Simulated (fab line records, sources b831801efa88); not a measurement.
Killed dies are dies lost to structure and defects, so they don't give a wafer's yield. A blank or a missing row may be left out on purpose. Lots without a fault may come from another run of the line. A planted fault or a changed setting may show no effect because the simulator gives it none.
Which tool did it? | flow sky130 | 11 lots, 33 wafers sampled, at 7 steps of a route of 708

WHAT THE GAUGES READ, wafer by wafer
SKY_SPACER_THK_MEAS_01. Usual: SPACER_CVD_00_THK 43.1 nm, standard deviation 0.45.
lot  | measured     | on            | SPACER_CVD_00_THK (nm) | flag
L289 | day 22 16:38 | film_metro-03 | 44.0 44.0 44.2         |
L292 | day 23 15:36 | film_metro-02 | 43.3 43.5 43.4         |
L293 | day 23 21:52 | film_metro-01 | 42.9 43.2 43.2         |
L300 | day 27 10:14 | film_metro-02 | 43.1 43.1 43.1         |
L302 | day 27 17:49 | film_metro-02 | 42.8 43.0 42.6         |
L307 | day 29 22:40 | film_metro-02 | 42.9 42.7 42.7         |
L305 | day 29 23:50 | film_metro-02 | 42.5 42.6 42.8         |
L308 | day 30 13:20 | film_metro-03 | 43.0 43.8 43.3         |
L310 | day 31 01:34 | film_metro-02 | 42.8 42.9 43.0         |
L311 | day 31 02:45 | film_metro-01 | 42.8 43.2 42.9         |
L312 | day 32 02:20 | film_metro-03 | 42.6 42.8 42.4         |

SKY_RES_XHIGH_TW_MEAS_09. Usual: RES_XHIGH_TW 1636, standard deviation 11.
lot  | measured     | on            | RES_XHIGH_TW   | flag
L289 | day 26 10:56 | film_metro-02 | 1632 1644 1650 |
L292 | day 27 09:46 | film_metro-02 | 1633 1645 1625 |
L293 | day 27 16:13 | film_metro-03 | 1629 1630 1619 |
L300 | day 31 00:11 | film_metro-02 | 1638 1629 1630 |
L302 | day 31 04:52 | film_metro-04 | 1645 1635 1645 |
L307 | day 33 09:26 | film_metro-02 | 1647 1650 1647 |
L305 | day 33 10:46 | film_metro-03 | 1622 1623 1622 |
L308 | day 33 21:34 | film_metro-02 | 1644 1652 1643 |
L310 | day 34 10:56 | film_metro-03 | 1624 1629 1622 |
L311 | day 34 12:04 | film_metro-02 | 1642 1631 1627 |
L312 | day 35 09:25 | film_metro-04 | 1633 1626 1631 |

SKY_SD_N_TW_MEAS_12. Usual: SD_N_TW 3966, standard deviation 25.
lot  | measured     | on            | SD_N_TW        | flag
L289 | day 27 16:41 | film_metro-02 | 3947 3952 3932 |
L292 | day 28 14:10 | film_metro-03 | 4225 4216 4243 | OFF
L293 | day 28 20:42 | film_metro-03 | 4200 4231 4221 | OFF
L300 | day 32 03:51 | film_metro-02 | 4021 4030 4037 |
L302 | day 32 07:46 | film_metro-03 | 3954 3952 3960 |
L307 | day 34 12:14 | film_metro-02 | 3949 3967 3956 |
L305 | day 34 13:15 | film_metro-04 | 4000 3997 3993 |
L308 | day 34 23:37 | film_metro-02 | 3954 3994 3986 |
L310 | day 35 13:13 | film_metro-02 | 3983 3971 3966 |
L311 | day 35 14:37 | film_metro-02 | 3969 4000 3966 |
L312 | day 36 11:22 | film_metro-04 | 3984 3983 3959 |

SKY_SD_N_RS_MEAS_16: measures by four-point-probe. Usual: SD_N_RS 68.54 ohm/sq, standard deviation 0.13.
lot  | measured     | on            | SD_N_RS (ohm/sq)  | flag
L289 | day 27 16:59 | film_metro-02 | 68.48 68.47 68.67 |
L292 | day 28 14:27 | film_metro-02 | 60.00 60.06 60.01 | OFF
L293 | day 28 20:59 | film_metro-04 | 60.13 60.05 60.19 | OFF
L300 | day 32 04:10 | film_metro-03 | 68.71 68.65 68.72 |
L302 | day 32 08:04 | film_metro-04 | 68.52 68.39 68.39 |
L307 | day 34 12:33 | film_metro-02 | 68.62 68.67 68.50 |
L305 | day 34 13:33 | film_metro-04 | 68.43 68.34 68.34 |
L308 | day 34 23:55 | film_metro-04 | 68.46 68.63 68.53 |
L310 | day 35 13:32 | film_metro-04 | 68.37 68.44 68.27 |
L311 | day 35 14:54 | film_metro-04 | 68.46 68.33 68.51 |
L312 | day 36 11:41 | film_metro-03 | 68.77 68.58 68.58 |

SKY_LI_CONTACT_THK_MEAS_01. Usual: LI_CONTACT_HDPCVD_THK 931 nm, standard deviation 8.6.
lot  | measured     | on            | LI_CONTACT_HDPCVD_THK (nm) | flag
L289 | day 27 17:27 | film_metro-04 | 939 925 941                |
L292 | day 28 14:56 | film_metro-02 | 922 928 917                |
L293 | day 28 21:28 | film_metro-04 | 932 923 929                |
L300 | day 32 04:37 | film_metro-02 | 936 930 933                |
L302 | day 32 08:32 | film_metro-02 | 940 947 950                |
L307 | day 34 13:01 | film_metro-04 | 932 941 923                |
L305 | day 34 14:02 | film_metro-02 | 926 929 934                |
L308 | day 35 00:23 | film_metro-03 | 939 933 935                |
L310 | day 35 13:59 | film_metro-02 | 931 935 925                |
L311 | day 35 15:23 | film_metro-03 | 925 930 935                |
L312 | day 36 12:10 | film_metro-03 | 925 924 925                |

WHICH TOOL RAN EACH LOT (tool, then ch and the chambers of the sampled wafers, then the start)
lot  | SKY_SD_N_IMPLANT_09             | SKY_SD_N_STRIP_11
L289 | implanter-04 ch 0, day 27 16:17 | plasma_asher-03 ch 0,1, day 27 16:34
L292 | implanter-04 ch 0, day 28 13:46 | plasma_asher-02 ch 0,1, day 28 14:04
L293 | implanter-04 ch 0, day 28 20:18 | plasma_asher-03 ch 0,1, day 28 20:36
L300 | implanter-04 ch 0, day 32 03:29 | plasma_asher-02 ch 0,1, day 32 03:45
L302 | implanter-04 ch 0, day 32 07:23 | plasma_asher-02 ch 0,1, day 32 07:39
L307 | implanter-01 ch 0, day 34 11:52 | plasma_asher-02 ch 0,1, day 34 12:09
L305 | implanter-02 ch 0, day 34 12:51 | plasma_asher-02 ch 0,1, day 34 13:09
L308 | implanter-01 ch 0, day 34 23:14 | plasma_asher-03 ch 0,1, day 34 23:30
L310 | implanter-02 ch 0, day 35 12:51 | plasma_asher-02 ch 0,1, day 35 13:08
L311 | implanter-04 ch 0, day 35 14:13 | plasma_asher-04 ch 0,1, day 35 14:31
L312 | implanter-01 ch 0, day 36 10:58 | plasma_asher-02 ch 0,1, day 36 11:16
- SKY_SD_N_IMPLANT_09
- SKY_SD_N_STRIP_11: strips in O2/N2.

WHAT THE TOOLS THEMSELVES READ (means of the sampled wafers that have a number; where no wafer has one, the mark that the record gives instead)
SKY_SD_N_IMPLANT_09. Usual: beam_energy_keV 50.001, standard deviation 0.016; faraday_current_uA 13257, standard deviation 340.
lot  | tool         | beam_energy_keV | faraday_current_uA | flag
L289 | implanter-04 | 49.991          | 12981              |
L292 | implanter-04 | 63.856          | 13023              | OFF
L293 | implanter-04 | 63.841          | 13004              | OFF
L300 | implanter-04 | 49.981          | 12935              |
L302 | implanter-04 | 49.996          | 12971              |
L307 | implanter-01 | 50.022          | 13284              |
L305 | implanter-02 | 49.988          | 13455              |
L308 | implanter-01 | 49.974          | 13559              |
L310 | implanter-02 | 49.997          | 13616              |
L311 | implanter-04 | 50.004          | 13175              |
L312 | implanter-01 | 50.029          | 13439              |

SKY_SD_N_STRIP_11. Usual: drypump_motor_current_A 5.5 A, standard deviation 0.37; oes_product_au 0.528 a.u., standard deviation 0.0045; strip_time_to_endpoint_s 22.54 s, standard deviation 0.039.
lot  | tool            | drypump_motor_current_A (A) | oes_product_au (a.u.) | strip_time_to_endpoint_s (s) | flag
L289 | plasma_asher-03 | 5.4                         | 0.533                 | 22.55                        |
L292 | plasma_asher-02 | 5.3                         | 0.501                 | 24.65                        | OFF
L293 | plasma_asher-03 | 5.5                         | 0.500                 | 24.62                        | OFF
L300 | plasma_asher-02 | 5.4                         | 0.524                 | 22.53                        |
L302 | plasma_asher-02 | 5.3                         | 0.531                 | 22.55                        |
L307 | plasma_asher-02 | 5.7                         | 0.524                 | 22.56                        |
L305 | plasma_asher-02 | 5.6                         | 0.526                 | 22.53                        |
L308 | plasma_asher-03 | 5.4                         | 0.527                 | 22.50                        |
L310 | plasma_asher-02 | 5.3                         | 0.530                 | 22.60                        |
L311 | plasma_asher-04 | 5.8                         | 0.531                 | 22.54                        |
L312 | plasma_asher-02 | 5.3                         | 0.527                 | 22.54                        |

THE ANSWER, worked out from the rows above alone
Rule: a lot is off if the mean of its wafers that have a number lies more than 3 standard deviations from the usual mean. A lot without any number at a reading at which 4 lots or more have one is off too. The other lots that the step has rows for count as sound. The gauges are gone through in route order, then the tools' own readings, and for those a lot's mean is taken as printed above. The first step at which some lot is off is used, and at that step the reading that is off furthest; a lot without a number counts as furthest.
Off: L292, L293, at SKY_SD_N_TW_MEAS_12 (SD_N_TW).
A tool fits if, at a process step before that reading, it ran every lot that is off, and no sound lot after the first of them. The gauges at SKY_SD_N_TW_MEAS_12 aren't tried: what is off there is off at SKY_SD_N_RS_MEAS_16 too, on other tools, and a gauge's error can't cause that. None of those tried fits.

WHAT THE SIMULATOR HAD PUT IN
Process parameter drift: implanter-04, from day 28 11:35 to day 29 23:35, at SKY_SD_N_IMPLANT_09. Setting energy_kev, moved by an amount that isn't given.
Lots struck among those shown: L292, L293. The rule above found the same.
